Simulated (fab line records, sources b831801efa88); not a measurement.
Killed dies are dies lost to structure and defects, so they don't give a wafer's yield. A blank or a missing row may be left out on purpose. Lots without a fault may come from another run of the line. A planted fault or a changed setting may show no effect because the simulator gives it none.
fab line records | flow gf180mcu
record lots=5 wafers=15 last_day=34
route steps=602 shown M4@466 V4@476 MIM@503
lots that met no fault: from a run of the same line without faults
start_h: hours from the record's first day to the start of the lot's first wafer shown | wait_h: hours since the lot's step before | " the same as in the row above | L1.1+2: a row that stands for several wafers | - no value, or no start given | * or withheld: withheld | < > ~ a bound
route shown NAME@n: a module of which the file shows steps, and the number in the route of the first | usual: mean/standard deviation of fault-free wafers | same: alike in all rows | chamber/n: place in a boat | sites: the reading at each site | _std_site: their standard deviation | _edge_site: outer sites' mean less inner sites' | radius_mm: how far each site lies from the wafer's centre | mask NAME#n: copy n | behind: the tool/chamber that last shaped the wafer | hold: why the lot was held/for how many hours/how that ended | device: the transistor (n, p or np) that didn't switch | end of line: the same wafers' tests at the end of the route | a step without rows: its recipe alone | killed: dies lost to structure and defects at the first sort, not the wafer's yield | map: a wafer's dies, x killed, . not, _ none there
set.NAME: the setting as run; set.NAME@STEP: as run at that earlier step | model.NAME: the simulator's own value behind a step, which no gauge read
lots at some steps of the route; a table a step, a row a wafer
services: from which hour (start_h, from the record's first day; less than 0 if before it) a tool's chamber was out of use, for how many hours, and why
## steps
# step GF_M4_SOFTBAKE_10
# recipe temp_c=130 time_s=60 resist=KrF
# columns lot.wafer tool chamber start_h wait_h
L078.2+5+6 litho_track-02 0 561.45 0.1
L086.2+4+6 litho_track-03 0 628.63 0.1
L087.1+3+4 litho_track-04 0 636.20 0.1
L088.1+2+5 litho_track-04 0 644.35 0.1
L097.4+5+6 litho_track-02 0 705.15 0.1
# step GF_M4_EXPOSE_11
# recipe mask_id=Metal4 target_cd_nm=280 na=0.68 source_shape=conventional sigma_outer=0.6 dose_mj=28
# columns lot.wafer tool chamber start_h wait_h mask
L078.2+5+6 krf_scanner-01 0 - - Metal4#0
L086.2+4+6 krf_scanner-02 0 - - Metal4#0
L087.1+3+4 krf_scanner-01 0 - - Metal4#0
L088.1+2+5 krf_scanner-01 0 - - Metal4#0
L097.4+5+6 krf_scanner-01 0 - - Metal4#0
# step GF_M4_PEB_12
# recipe peb_temp_c=135 peb_time_s=90 resist=KrF
# columns lot.wafer tool chamber start_h wait_h
L078.2+5+6 litho_track-03 0 - -
L086.2+4+6 litho_track-02 0 - -
L087.1+3+4 litho_track-04 0 - -
L088.1+2+5 litho_track-03 0 - -
L097.4+5+6 litho_track-03 0 - -
# step GF_M4_DEVELOP_13
# recipe develop_time_s=60 dev_temp_c=21
# columns lot.wafer tool chamber start_h wait_h
L078.2+5+6 litho_track-03 0 572.38 0.2
L086.2+4+6 litho_track-02 0 639.00 0.2
L087.1+3+4 litho_track-04 0 646.00 0.2
L088.1+2+5 litho_track-03 0 653.70 0.2
L097.4+5+6 litho_track-03 0 713.98 0.1
# step GF_M4_CD_MEAS_14
# recipe target_cd_nm=280
# usual cd_nm=280.5/1.3
# columns lot.wafer tool chamber start_h wait_h cd_nm
L078.2 cd_sem-02 - 572.52 0.1 279.9
L078.5 " - " " 281.1
L078.6 " - " " 280.5
L086.2 cd_sem-01 - 639.14 0.1 280.1
L086.4 " - " " 280.2
L086.6 " - " " 280.1
L087.1 cd_sem-01 - 646.15 0.1 279.8
L087.3 " - " " 280.4
L087.4 " - " " 279.6
L088.1 cd_sem-01 - 653.85 0.1 278.7
L088.2 " - " " 278.6
L088.5 " - " " 278.5
L097.4 cd_sem-01 - 714.11 0.1 281.7
L097.5 " - " " 281.8
L097.6 " - " " 281.7
# step GF_M4_OVL_MEAS_15
# usual M4_OVL=-1/5.2
# columns lot.wafer tool chamber start_h wait_h M4_OVL[nm]
L078.2 overlay-01 - 572.63 0.1 -6
L078.5 " - " " 0
L078.6 " - " " -3
L086.2 overlay-01 - 639.25 0.1 -3
L086.4 " - " " -2
L086.6 " - " " -2
L087.1 overlay-01 - 646.27 0.1 -2
L087.3 " - " " 4
L087.4 " - " " -4
L088.1 overlay-01 - 653.97 0.1 -2
L088.2 " - " " 0
L088.5 " - " " 4
L097.4 overlay-01 - 714.19 0.1 -1
L097.5 " - " " -3
L097.6 " - " " -3
# step GF_M4_METAL_ETCH_16
# recipe chemistry=Cl2/BCl3 mask_material=KrF target_depth_nm=627.5 stop_on=SiO2 pressure_mtorr=8 icp_w=800 bias_w=140 Cl2_flow_sccm=80 bcl3_flow_sccm=40 time_s=104.6
# usual drypump_motor_current_A=5.9/0.41 oes_product_au=0.972/0.0061 throttle_valve_pct=28.250/0.011
# columns lot.wafer tool chamber start_h wait_h drypump_motor_current_A oes_product_au rf_hours_counter_h throttle_valve_pct
L078.2 rie_metal-04 0 572.66 0.0 5.6 0.978 11 28.253
L078.5 " 1 " " 6.2 0.980 - 28.243
L078.6 " 0 " " 5.6 0.974 - 28.228
L086.2 rie_metal-01 1 639.28 0.0 6.6 0.966 3 28.255
L086.4 " 0 " " 5.5 0.970 - 28.267
L086.6 " 1 " " 6.6 0.961 - 28.271
L087.1 rie_metal-03 1 646.31 0.0 5.5 0.978 1 28.237
L087.3 " 1 " " 5.6 0.971 - 28.239
L087.4 " 0 " " 6.0 0.967 - 28.256
L088.1 rie_metal-04 1 654.01 0.0 6.1 0.973 10 28.241
L088.2 " 0 " " 5.6 0.972 0 28.246
L088.5 " 0 " " 5.6 0.976 - 28.247
L097.4 rie_metal-03 0 714.25 0.0 6.0 0.978 - 28.239
L097.5 " 0 " " 6.0 0.982 - 28.231
L097.6 " 1 " " 5.5 0.978 - 28.249
# step GF_M4_STRIP_17
# recipe chemistry=O2/N2 power_w=1400 pressure_mtorr=1500 platen_temp_c=250 o2_flow_sccm=3000 n2_flow_sccm=300 overash_fraction=0.5
# usual drypump_motor_current_A=5.8/0.47 heater_power_w=304/18 oes_product_au=0.558/0.0052 platen_temp_c=249.99/0.17 strip_time_to_endpoint_s=7.89/0.058
# same overash_fraction=0.5
# columns lot.wafer tool chamber start_h wait_h drypump_motor_current_A heater_power_w oes_product_au platen_temp_c rf_hours_counter_h strip_time_to_endpoint_s
L078.2 plasma_asher-01 1 572.77 0.1 5.8 310 0.559 249.99 96 7.91
L078.5 " 1 " " 5.8 305 0.558 250.07 - 7.93
L078.6 " 0 " " 6.2 286 0.557 250.21 - 7.94
L086.2 plasma_asher-02 0 639.39 0.1 6.5 280 0.552 249.81 20 7.80
L086.4 " 1 " " 5.4 313 0.551 249.82 - 7.86
L086.6 " 1 " " 5.4 313 0.563 250.15 - 7.80
L087.1 plasma_asher-04 0 646.42 0.1 5.1 304 0.557 250.30 56 7.85
L087.3 " 0 " " 5.2 298 0.559 250.12 - 7.90
L087.4 " 1 " " 5.6 334 0.562 249.95 - 7.94
L088.1 plasma_asher-01 1 654.12 0.1 5.8 306 0.564 250.30 104 7.88
L088.2 " 0 " " 6.2 282 0.554 250.07 104 7.82
L088.5 " 1 " " 5.8 300 0.555 250.16 - 7.84
L097.4 plasma_asher-02 0 714.35 0.1 6.6 287 0.563 250.23 - 7.85
L097.5 " 1 " " 5.4 311 0.551 250.02 - 7.89
L097.6 " 0 " " 6.6 285 0.554 250.22 - 7.83
# step GF_M4_STRIP_18
# recipe chemistry=post_etch_residue_remover time_s=1200 temp_c=72.5
# columns lot.wafer tool chamber start_h wait_h
L078.2+5+6 wet_bench-04 2 572.87 0.1
L086.2+4+6 wet_bench-03 2 639.49 0.1
L087.1+3+4 wet_bench-03 1 646.52 0.1
L088.1+2+5 wet_bench-04 1 654.22 0.1
L097.4+5+6 wet_bench-03 1 714.42 0.0
# step GF_M4_CLEAN_19
# recipe chemistry=DIW dry=n2_spin
# columns lot.wafer tool chamber start_h wait_h
L078.2+5+6 wet_bench-03 3 573.21 0.0
L086.2+4+6 wet_bench-04 1 639.86 0.0
L087.1+3+4 wet_bench-04 2 646.89 0.0
L088.1+2+5 wet_bench-03 0 654.97 0.0
L097.4+5+6 wet_bench-01 3 714.76 0.0
# step GF_V4_CVD_00
# recipe material=SiO2 target_thk_nm=600 sigma_open_frac=0.3 temp_c=400 time_s=100 sih4_flow_sccm=60 pressure_mtorr=6
# columns lot.wafer tool chamber start_h wait_h
L078.2+5+6 hdpcvd-01 0,2,0 573.31 0.0
L086.2+4+6 hdpcvd-02 1,1,0 639.95 0.0
L087.1+3+4 hdpcvd-02 2,1,1 646.99 0.0
L088.1+2+5 hdpcvd-02 2,1,1 655.06 0.0
L097.4+5+6 hdpcvd-01 0,2,1 714.89 0.0
# step GF_V4_THK_MEAS_01
# recipe reads=SiO2_of_V4_CVD_00
# usual V4_CVD_00_THK=601/6.6
# columns lot.wafer tool chamber start_h wait_h V4_CVD_00_THK[nm]
L078.2 film_metro-01 - 573.39 0.0 595
L078.5 " - " " 602
L078.6 " - " " 591
L086.2 film_metro-04 - 640.04 0.0 609
L086.4 " - " " 612
L086.6 " - " " 601
L087.1 film_metro-01 - 647.07 0.0 600
L087.3 " - " " 615
L087.4 " - " " 614
L088.1 film_metro-04 - 655.13 0.0 598
L088.2 " - " " 604
L088.5 " - " " 600
L097.4 film_metro-04 - 714.96 0.0 602
L097.5 " - " " 608
L097.6 " - " " 612
# step GF_V4_CVD_02
# recipe material=SiO2 target_thk_nm=850 precursor=TEOS temp_c=400 time_s=94.851 rf_w=600
# usual heater_power_w=655/95
# columns lot.wafer tool chamber start_h wait_h heater_power_w since_wet_clean_h
L078.2 pecvd-04 1 573.44 0.0 551 815
L078.5 " 2 " " 644 -
L078.6 " 0 " " 515 -
L086.2 pecvd-03 1 640.09 0.0 707 674
L086.4 " 0 " " 646 -
L086.6 " 1 " " 724 -
L087.1 pecvd-04 1 647.13 0.1 608 42
L087.3 " 2 " " 781 42
L087.4 " 0 " " 604 -
L088.1 pecvd-02 0 655.19 0.1 640 272
L088.2 " 2 " " 668 272
L088.5 " 2 " " 721 -
L097.4 pecvd-04 1 715.02 0.1 502 -
L097.5 " 0 " " 497 -
L097.6 " 2 " " 719 -
# step GF_V4_THK_MEAS_03
# recipe reads=SiO2_of_V4_CVD_02
# usual V4_CVD_02_THK=854/11
# columns lot.wafer tool chamber start_h wait_h V4_CVD_02_THK[nm]
L078.2 film_metro-04 - 573.52 0.0 834
L078.5 " - " " 849
L078.6 " - " " 862
L086.2 film_metro-04 - 640.17 0.0 848
L086.4 " - " " 847
L086.6 " - " " 861
L087.1 film_metro-04 - 647.19 0.0 853
L087.3 " - " " 854
L087.4 " - " " 880
L088.1 film_metro-02 - 655.26 0.0 856
L088.2 " - " " 836
L088.5 " - " " 851
L097.4 film_metro-04 - 715.09 0.0 850
L097.5 " - " " 864
L097.6 " - " " 840
# step GF_V4_CMP_04
# recipe material=SiO2 down_force_psi=4 platen_rpm=60 pad_velocity_m_s=0.94248
# usual motor_current_A=12.0/0.93 retaining_ring_pressure_frac=1.000/0.0052 time_to_endpoint_s=81/5.3
# columns lot.wafer tool chamber start_h wait_h motor_current_A retaining_ring_pressure_frac time_to_endpoint_s
L078.2 cmp-01 2 573.57 0.0 12.1 0.999 69
L078.5 " 2 " " 12.1 1.001 74
L078.6 " 3 " " 12.4 0.998 88
L086.2 cmp-01 2 640.22 0.0 12.7 1.011 78
L086.4 " 0 " " 12.4 0.993 82
L086.6 " 3 " " 13.4 0.997 87
L087.4 cmp-01 2 647.32 0.1 11.5 1.000 87
L087.3 " 3 " " 12.6 1.001 84
L087.1 " 0 " " 13.1 0.997 79
L088.1 cmp-02 0 655.42 0.1 10.3 0.991 78
L088.2 " 1 " " 12.1 1.005 69
L088.5 " 2 " " 12.4 0.996 79
L097.4 cmp-01 0 715.12 0.0 13.1 0.997 84
L097.5 " 0 " " 12.6 0.999 85
L097.6 " 1 " " 12.4 1.004 75
# step GF_V4_BOW_MEAS_05
# recipe mode=bow
# usual V4_BOW=136/9.2
# columns lot.wafer tool chamber start_h wait_h V4_BOW[um]
L078.2 film_metro-04 - 573.89 0.3 142
L078.5 " - " " 138
L078.6 " - " " 147
L086.2 film_metro-01 - 640.54 0.3 157
L086.4 " - " " 157
L086.6 " - " " 156
L087.1 film_metro-01 - 647.57 0.1 148
L087.3 " - " " 134
L087.4 " - " " 147
L088.1 film_metro-02 - 655.62 0.1 129
L088.2 " - " " 150
L088.5 " - " " 148
L097.4 film_metro-04 - 715.48 0.3 133
L097.5 " - " " 145
L097.6 " - " " 133
# step GF_V4_DEHYDRATE_06
# recipe temp_c=200 time_s=60
# columns lot.wafer tool chamber start_h wait_h
L078.2+5+6 litho_track-03 0 583.38 9.5
L086.2+4+6 litho_track-03 0 649.78 9.2
L087.1+3+4 litho_track-01 0 656.89 9.3
L088.1+2+5 litho_track-04 0 664.90 9.3
L097.4+5+6 litho_track-03 0 723.83 8.3
# step GF_V4_HMDS_07
# recipe prime_time_s=60 prime_temp_c=120
# same prime_time_s=60
# columns lot.wafer tool chamber start_h wait_h
L078.2+5+6 litho_track-03 0 583.53 0.1
L086.2+4+6 litho_track-03 0 649.93 0.1
L087.1+3+4 litho_track-01 0 657.04 0.1
L088.1+2+5 litho_track-04 0 665.05 0.1
L097.4+5+6 litho_track-03 0 723.98 0.1
# step GF_V4_COAT_08
# recipe resist=BARC temp_c=withheld time_s=withheld spin_rpm=withheld resist_thk_nm=withheld
# columns lot.wafer tool chamber start_h wait_h
L078.2+5+6 litho_track-03 0 583.68 0.1
L086.2+4+6 litho_track-03 0 650.08 0.1
L087.1+3+4 litho_track-01 0 657.19 0.1
L088.1+2+5 litho_track-04 0 665.20 0.1
L097.4+5+6 litho_track-03 0 724.13 0.1
# step GF_V4_COAT_09
# recipe resist=KrF spin_rpm=withheld resist_thk_nm=1000
# columns lot.wafer tool chamber start_h wait_h
L078.2+5+6 litho_track-03 0 - -
L086.2+4+6 litho_track-03 0 - -
L087.1+3+4 litho_track-01 0 - -
L088.1+2+5 litho_track-04 0 - -
L097.4+5+6 litho_track-03 0 - -
# step GF_V4_SOFTBAKE_10
# recipe temp_c=130.6 time_s=60 resist=KrF
# columns lot.wafer tool chamber start_h wait_h
L078.2+5+6 litho_track-03 0 - -
L086.2+4+6 litho_track-03 0 - -
L087.1+3+4 litho_track-01 0 - -
L088.1+2+5 litho_track-04 0 - -
L097.4+5+6 litho_track-03 0 - -
# step GF_V4_EXPOSE_11
# recipe mask_id=Via4 target_cd_nm=260 na=0.68 source_shape=conventional sigma_outer=0.6 dose_mj=38
# columns lot.wafer tool chamber start_h wait_h mask
L078.2+5+6 krf_scanner-02 0 - - Via4#0
L086.2+4+6 krf_scanner-02 0 - - Via4#0
L087.1+3+4 krf_scanner-01 0 - - Via4#0
L088.1+2+5 krf_scanner-01 0 - - Via4#0
L097.4+5+6 krf_scanner-02 0 - - Via4#0
# step GF_V4_PEB_12
# recipe peb_temp_c=135 peb_time_s=90 resist=KrF
# columns lot.wafer tool chamber start_h wait_h
L078.2+5+6 litho_track-04 0 - -
L086.2+4+6 litho_track-03 0 - -
L087.1+3+4 litho_track-04 0 - -
L088.1+2+5 litho_track-03 0 - -
L097.4+5+6 litho_track-01 0 - -
# step GF_V4_DEVELOP_13
# recipe develop_time_s=60 resist=KrF dev_temp_c=21
# columns lot.wafer tool chamber start_h wait_h
L078.2+5+6 litho_track-04 0 594.43 0.2
L086.2+4+6 litho_track-03 0 660.23 0.2
L087.1+3+4 litho_track-04 0 667.40 0.2
L088.1+2+5 litho_track-03 0 675.00 0.2
L097.4+5+6 litho_track-01 0 732.86 0.1
# step GF_V4_CD_MEAS_14
# recipe target_cd_nm=260
# usual cd_nm=259.7/1.3
# columns lot.wafer tool chamber start_h wait_h cd_nm
L078.2 cd_sem-01 - 594.57 0.1 261.1
L078.5 " - " " 260.8
L078.6 " - " " 262.1
L086.2 cd_sem-01 - 660.37 0.1 257.4
L086.4 " - " " 257.2
L086.6 " - " " 257.5
L087.1 cd_sem-02 - 667.55 0.1 257.7
L087.3 " - " " 257.8
L087.4 " - " " 258.6
L088.1 cd_sem-01 - 675.15 0.1 259.1
L088.2 " - " " 260.2
L088.5 " - " " 260.9
L097.4 cd_sem-02 - 733.00 0.1 258.7
L097.5 " - " " 259.1
L097.6 " - " " 259.2
# step GF_V4_OVL_MEAS_15
# usual V4_OVL=-1/5.2
# columns lot.wafer tool chamber start_h wait_h V4_OVL[nm]
L078.2 overlay-01 - 594.68 0.1 6
L078.5 " - " " 2
L078.6 " - " " 0
L086.2 overlay-02 - 660.48 0.1 -1
L086.4 " - " " 1
L086.6 " - " " 2
L087.1 overlay-02 - 667.67 0.1 -6
L087.3 " - " " -2
L087.4 " - " " -13
L088.1 overlay-01 - 675.27 0.1 -3
L088.2 " - " " -11
L088.5 " - " " -8
L097.4 overlay-02 - 733.07 0.1 6
L097.5 " - " " 9
L097.6 " - " " 6
# step GF_V4_ETCH_16
# recipe chemistry=N2/H2 target_depth_a=withheld overetch_a=withheld time_s=withheld target=BARC ion_energy_ev=200 source_w=500 bias_w=100 pressure_mtorr=30 n2_flow_sccm=100 h2_flow_sccm=200
# usual drypump_motor_current_A=6.0/0.43 oes_product_au=0.855/0.0049 throttle_valve_pct=13.225/0.0086
# columns lot.wafer tool chamber start_h wait_h drypump_motor_current_A oes_product_au throttle_valve_pct
L078.2 rie_diel-03 1 594.71 0.0 5.6 0.856 13.215
L078.5 " 3 " " 6.0 0.855 13.217
L078.6 " 0 " " 6.4 0.854 13.222
L086.2 rie_diel-03 3 660.51 0.0 6.0 0.853 13.249
L086.4 " 2 " " 5.4 0.856 13.225
L086.6 " 3 " " 6.0 0.851 13.241
L087.1 rie_diel-03 1 667.71 0.0 5.6 0.853 13.230
L087.3 " 3 " " 6.0 0.863 13.251
L087.4 " 0 " " 6.4 0.860 13.225
L088.1 rie_diel-02 1 675.31 0.0 5.9 0.855 13.235
L088.2 " 2 " " 6.7 0.850 13.227
L088.5 " 2 " " 6.7 0.852 13.215
L097.4 rie_diel-03 2 733.09 0.0 5.4 0.856 13.222
L097.5 " 3 " " 6.0 0.862 13.225
L097.6 " 0 " " 6.3 0.850 13.233
# step GF_V4_ETCH_17
# recipe chemistry=C4F8/O2/Ar mask_material=KrF target=SiO2 stop_on=TiN source_w=1500 bias_w=1200 pressure_mtorr=40 c4f8_flow_sccm=withheld O2_flow_sccm=6 Ar_flow_sccm=300 time_s=withheld target_depth_a=6300
# usual oes_product_au=0.855/0.0048
# columns lot.wafer tool chamber start_h wait_h oes_product_au
L078.2 rie_diel-03 1 - - 0.853
L078.5 " 3 " " 0.861
L078.6 " 0 " " 0.857
L086.2 rie_diel-03 3 - - 0.861
L086.4 " 2 " " 0.851
L086.6 " 3 " " 0.854
L087.1 rie_diel-03 1 - - 0.858
L087.3 " 3 " " 0.856
L087.4 " 0 " " 0.862
L088.1 rie_diel-02 1 - - 0.852
L088.2 " 2 " " 0.859
L088.5 " 2 " " 0.858
L097.4 rie_diel-03 2 - - 0.860
L097.5 " 3 " " 0.857
L097.6 " 0 " " 0.856
# step GF_V4_STRIP_18
# recipe chemistry=O2/N2 power_w=1400 pressure_mtorr=1500 platen_temp_c=250 o2_flow_sccm=3000 n2_flow_sccm=300 overash_fraction=0.5
# usual drypump_motor_current_A=5.6/0.49 heater_power_w=319/22 oes_product_au=0.593/0.0048 platen_temp_c=250.04/0.19
# same overash_fraction=0.5
# columns lot.wafer tool chamber start_h wait_h drypump_motor_current_A heater_power_w oes_product_au platen_temp_c rf_hours_counter_h
L078.2 plasma_asher-04 0 594.84 - 5.1 303 0.596 249.92 50
L078.5 " 0 " " 5.2 300 0.584 250.03 -
L078.6 " 1 " " 5.6 335 0.591 250.30 -
L086.2 plasma_asher-03 1 660.64 - 6.0 354 0.602 250.18 89
L086.4 " 0 " " 4.9 333 0.594 250.17 -
L086.6 " 1 " " 6.0 348 0.595 250.09 -
L087.1 plasma_asher-04 1 667.84 - 5.6 332 0.590 249.85 58
L087.3 " 0 " " 5.1 306 0.588 250.20 -
L087.4 " 1 " " 5.6 335 0.592 249.75 -
L088.1 plasma_asher-01 1 675.44 - 5.8 310 0.594 250.05 106
L088.2 " 0 " " 6.2 281 0.594 250.17 106
L088.5 " 0 " " 6.2 290 0.598 250.16 -
L097.4 plasma_asher-03 0 733.25 - 4.8 331 0.603 249.82 -
L097.5 " 1 " " 6.0 355 0.600 249.83 -
L097.6 " 0 " " 4.8 335 0.587 249.93 -
# step GF_V4_STRIP_19
# recipe chemistry=post_etch_residue_remover time_s=1200 temp_c=72.5
# columns lot.wafer tool chamber start_h wait_h
L078.2+5+6 wet_bench-01 3 594.97 0.1
L086.2+4+6 wet_bench-01 2 660.74 0.1
L087.1+3+4 wet_bench-02 2 667.94 0.1
L088.1+2+5 wet_bench-01 3 675.54 0.1
L097.4+5+6 wet_bench-01 1 733.32 0.0
# step GF_V4_CLEAN_20
# recipe chemistry=DIW dry=n2_spin
# columns lot.wafer tool chamber start_h wait_h
L078.2+5+6 wet_bench-03 3 595.37 0.1
L086.2+4+6 wet_bench-03 2 661.14 0.0
L087.1+3+4 wet_bench-02 0 668.28 0.0
L088.1+2+5 wet_bench-03 3 676.22 0.0
L097.4+5+6 wet_bench-02 2 733.66 0.0
# step GF_V4_SPUTTER_21
# recipe material=Ti target_thk_nm=15 chamber_pressure_pa=5 power_w=2500 substrate_temp_c=200 time_s=80.02
# usual throttle_valve_pct=29.9/0.77
# columns lot.wafer tool chamber start_h wait_h throttle_valve_pct
L078.2 pvd_sputter-03 - 595.47 0.0 29.4
L078.5 " - " " 29.0
L078.6 " - " " 29.8
L086.2 pvd_sputter-03 - 661.24 0.0 28.7
L086.4 " - " " 29.3
L086.6 " - " " 30.5
L087.1 pvd_sputter-04 - 668.37 0.0 29.5
L087.3 " - " " 30.7
L087.4 " - " " 31.0
L088.1 pvd_sputter-03 - 676.32 0.0 28.7
L088.2 " - " " 29.7
L088.5 " - " " 28.8
L097.4 pvd_sputter-04 - 733.86 0.0 30.6
L097.5 " - " " 29.9
L097.6 " - " " 31.0
# step GF_V4_SPUTTER_22
# recipe material=TiN target_thk_nm=10 chamber_pressure_pa=5 power_w=4000 time_s=40
# usual throttle_valve_pct=29.9/0.74
# columns lot.wafer tool chamber start_h wait_h throttle_valve_pct
L078.2 pvd_sputter-03 - 595.53 0.0 29.4
L078.5 " - " " 29.0
L078.6 " - " " 30.0
L086.2 pvd_sputter-03 - 661.30 0.0 29.2
L086.4 " - " " 29.4
L086.6 " - " " 30.4
L087.1 pvd_sputter-04 - 668.43 0.0 29.6
L087.3 " - " " 30.9
L087.4 " - " " 30.7
L088.1 pvd_sputter-03 - 676.38 0.0 29.1
L088.2 " - " " 29.9
L088.5 " - " " 28.8
L097.4 pvd_sputter-04 - 733.92 0.0 30.8
L097.5 " - " " 29.4
L097.6 " - " " 30.5
# step GF_V4_CVD_23
# recipe material=W target_thk_nm=350 time_s=104.9 temp_c=400 pressure_torr=40
# usual heater_power_w=834/110
# columns lot.wafer tool chamber start_h wait_h heater_power_w since_wet_clean_h
L078.2 cvd_w-01 1 595.57 0.0 783 192
L078.5 " 1 " " 766 -
L078.6 " 0 " " 799 -
L086.2 cvd_w-01 0 661.34 0.0 802 257
L086.4 " 0 " " 786 -
L086.6 " 0 " " 783 -
L087.1 cvd_w-01 0 668.47 0.0 774 264
L087.3 " 0 " " 775 -
L087.4 " 1 " " 765 -
L088.1 cvd_w-01 1 676.42 0.0 775 272
L088.2 " 0 " " 789 272
L088.5 " 0 " " 783 -
L097.4 cvd_w-01 1 734.00 0.1 784 -
L097.5 " 0 " " 798 -
L097.6 " 1 " " 782 -
# step GF_V4_RS_MEAS_24
# recipe thk_meas_gauge=four-point-probe reads=W_of_V4_CVD_23+TiN_of_V4_SPUTTER_22+Ti_of_V4_SPUTTER_21
# usual V4_W_RS=0.327/0.0031
# columns lot.wafer tool chamber start_h wait_h V4_W_RS[ohm/sq]
L078.2 film_metro-02 - 595.70 0.1 0.326
L078.5 " - " " 0.325
L078.6 " - " " 0.324
L086.2 film_metro-04 - 661.47 0.1 0.326
L086.4 " - " " 0.327
L086.6 " - " " 0.327
L087.1 film_metro-02 - 668.58 0.1 0.328
L087.3 " - " " 0.328
L087.4 " - " " 0.335
L088.1 film_metro-04 - 676.53 0.1 0.330
L088.2 " - " " 0.327
L088.5 " - " " 0.326
L097.4 film_metro-04 - 734.14 0.1 0.328
L097.5 " - " " 0.327
L097.6 " - " " 0.329
# step GF_V4_THK_MEAS_25
# recipe thk_meas_gauge=xrf reads=W_of_V4_CVD_23
# usual V4_W_THK=346/4
# columns lot.wafer tool chamber start_h wait_h V4_W_THK[nm]
L078.2 film_metro-02 - 595.81 0.1 347
L078.5 " - " " 347
L078.6 " - " " 349
L086.2 film_metro-04 - 661.58 0.1 347
L086.4 " - " " 344
L086.6 " - " " 345
L087.1 film_metro-02 - 668.70 0.1 343
L087.3 " - " " 345
L087.4 " - " " 337
L088.1 film_metro-04 - 676.65 0.1 338
L088.2 " - " " 343
L088.5 " - " " 346
L097.4 film_metro-04 - 734.23 0.1 348
L097.5 " - " " 352
L097.6 " - " " 347
# step GF_V4_CMP_26
# recipe stop_on=SiO2 down_force_psi=3.5 platen_rpm=60 t_overpolish_s=15 target_thk_nm=0 pad_velocity_m_s=0.94248
# usual motor_current_A=11.1/0.84 overpolish_run_s=15.000/0.0099 retaining_ring_pressure_frac=1.000/0.0052 time_to_endpoint_s=84/3.4
# columns lot.wafer tool chamber start_h wait_h motor_current_A overpolish_run_s retaining_ring_pressure_frac time_to_endpoint_s
L078.2 cmp-02 2 595.91 0.1 11.9 15.009 0.994 91
L078.5 " 1 " " 11.6 15.015 1.005 92
L078.6 " 2 " " 11.5 14.996 0.997 92
L086.4 cmp-02 3 661.63 0.0 10.2 14.994 1.000 85
L086.2 " 0 " " 9.3 15.004 0.989 81
L086.6 " 0 " " 9.5 14.994 0.993 82
L087.4 cmp-02 0 668.81 0.1 9.6 14.998 1.005 81
L087.3 " 1 " " 10.4 15.004 0.991 82
L087.1 " 2 " " 12.0 15.008 0.999 86
L088.1 cmp-02 2 676.76 0.1 11.5 15.002 1.001 85
L088.2 " 0 " " 9.6 15.008 1.005 86
L088.5 " 2 " " 12.2 14.995 1.004 85
L097.4 cmp-01 0 734.31 0.1 12.4 15.013 0.997 87
L097.6 " 3 " " 11.5 14.981 0.998 90
L097.5 " 0 " " 11.1 15.014 1.009 87
# step GF_MIM_SPUTTER_00
# recipe material=Ti target_thk_nm=37.5 arriving_ion_energy_ev=80 substrate_temp_c=200 chamber_pressure_pa=2 power_w=4000 time_s=150
# usual throttle_valve_pct=29.8/0.9
# columns lot.wafer tool chamber start_h wait_h throttle_valve_pct
L078.2 pvd_sputter-01 - 596.16 0.2 30.2
L078.5 " - " " 29.7
L078.6 " - " " 31.0
L086.2 pvd_sputter-03 - 661.93 0.2 29.0
L086.4 " - " " 29.9
L086.6 " - " " 30.1
L087.1 pvd_sputter-03 - 669.06 0.1 29.8
L087.3 " - " " 29.2
L087.4 " - " " 29.0
L088.1 pvd_sputter-02 - 677.01 0.2 28.6
L088.2 " - " " 31.1
L088.5 " - " " 31.3
L097.4 pvd_sputter-03 - 734.61 0.2 30.2
L097.5 " - " " 28.9
L097.6 " - " " 30.6
# step GF_MIM_SPUTTER_01
# recipe material=TiN target_thk_nm=30 power_w=6500 time_s=25 chamber_pressure_pa=0.4
# usual throttle_valve_pct=29.8/0.91
# columns lot.wafer tool chamber start_h wait_h throttle_valve_pct
L078.2 pvd_sputter-01 - 596.26 0.1 29.9
L078.5 " - " " 29.9
L078.6 " - " " 31.0
L086.2 pvd_sputter-03 - 662.03 0.1 28.9
L086.4 " - " " 30.2
L086.6 " - " " 29.7
L087.1 pvd_sputter-03 - 669.16 0.1 30.0
L087.3 " - " " 29.3
L087.4 " - " " 28.9
L088.1 pvd_sputter-02 - 677.11 0.1 28.3
L088.2 " - " " 30.9
L088.5 " - " " 31.0
L097.4 pvd_sputter-03 - 734.67 0.0 30.0
L097.5 " - " " 28.8
L097.6 " - " " 30.3
# step GF_MIM_SPUTTER_02
# recipe material=AlCu target_thk_nm=450 power_w=10600 time_s=23.9 chamber_pressure_pa=0.4
# usual throttle_valve_pct=29.8/0.94
# columns lot.wafer tool chamber start_h wait_h throttle_valve_pct
L078.2 pvd_sputter-01 - 596.29 0.0 30.2
L078.5 " - " " 30.0
L078.6 " - " " 31.0
L086.2 pvd_sputter-03 - 662.06 0.0 28.7
L086.4 " - " " 30.1
L086.6 " - " " 30.0
L087.1 pvd_sputter-03 - 669.19 0.0 29.9
L087.3 " - " " 29.3
L087.4 " - " " 28.7
L088.1 pvd_sputter-02 - 677.14 0.0 28.4
L088.2 " - " " 31.3
L088.5 " - " " 31.1
L097.4 pvd_sputter-03 - 734.70 0.0 29.7
L097.5 " - " " 28.7
L097.6 " - " " 30.5
## services
# columns tool chamber start_h hours kind
cmp-01 - 543.60 1.2 repair
krf_scanner-01 - 544.96 0.8 pm
wet_bench-03 - 545.19 1.5 repair
krf_scanner-01 - 546.08 1.0 pm
krf_scanner-02 - 559.80 3.6 pm
rie_diel-03 - 564.50 3.3 repair
cmp-02 - 572.00 4.0 pm
cmp-02 - 577.12 1.3 repair
krf_scanner-02 - 579.52 1.3 pm
rie_diel-03 3 607.09 10.4 repair
krf_scanner-02 - 610.24 1.0 pm
cvd_w-01 - 611.77 6.9 pm
krf_scanner-02 - 624.30 4.4 pm
krf_scanner-01 - 632.92 1.3 pm
pvd_sputter-04 - 644.94 2.1 repair
krf_scanner-02 - 659.85 0.8 pm
cmp-01 - 676.04 10.4 repair
cmp-02 - 686.51 3.7 pm
rie_diel-03 3 686.88 11.3 repair
krf_scanner-01 - 712.92 2.4 repair
krf_scanner-01 - 715.27 0.8 pm
krf_scanner-01 - 716.02 1.0 pm
krf_scanner-01 - 720.72 0.4 repair
krf_scanner-01 - 731.26 4.0 pm
## key
fault none
